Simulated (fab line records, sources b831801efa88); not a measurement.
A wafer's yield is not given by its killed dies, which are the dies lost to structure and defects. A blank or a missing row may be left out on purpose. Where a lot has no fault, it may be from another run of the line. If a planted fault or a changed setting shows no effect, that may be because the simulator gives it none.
Which of the tools did it? -- flow gf180mcu -- 7 lots, 21 wafers sampled, at 1 step of a route of 602

## WHAT THE GAUGES SHOWED, per wafer
GF_NWELL_OVL_MEAS_07.
lot,measured,on,NWELL_OVL (nm)
L288,day 3 13:40,overlay-02,0.1 -1.3 -0.7
L293,day 4 18:22,overlay-02,-2.7 1.7 0.8
L296,day 5 10:40,overlay-02,-0.2 -1.1 0.1
L298,day 5 20:06,overlay-01,0.3 -1.5 0.0
L300,day 6 07:06,overlay-02,-1.1 0.4 2.2
L308,day 8 08:36,overlay-02,-0.8 -1.4 -0.2
L310,day 8 18:13,overlay-02,0.3 1.2 0.2

## TOOL THAT RAN EACH LOT (tool first, then ch and the chambers of the sampled wafers, then the start)
Record: no process step prior to these readings.

## THE ANSWER, worked out from the rows above alone
Rule: the usual values come from the lots themselves. Put in order of their means at a reading, lots are off if they are a third of the lots or fewer, leave a main group of 4 or more, and stand apart from it by a gap of 3 or more times the standard deviation of the main group's means; of several such gaps the widest counts. A main group whose means are all the same, to the digits that the tables above print for the reading, isn't used. A lot without any number at a reading at which 4 lots or more have one is off too. All remaining lots with rows at the step are treated as sound.
Nothing can be told from this: no lot is off at any reading shown.

## WHAT THE SIMULATOR HAD PUT IN
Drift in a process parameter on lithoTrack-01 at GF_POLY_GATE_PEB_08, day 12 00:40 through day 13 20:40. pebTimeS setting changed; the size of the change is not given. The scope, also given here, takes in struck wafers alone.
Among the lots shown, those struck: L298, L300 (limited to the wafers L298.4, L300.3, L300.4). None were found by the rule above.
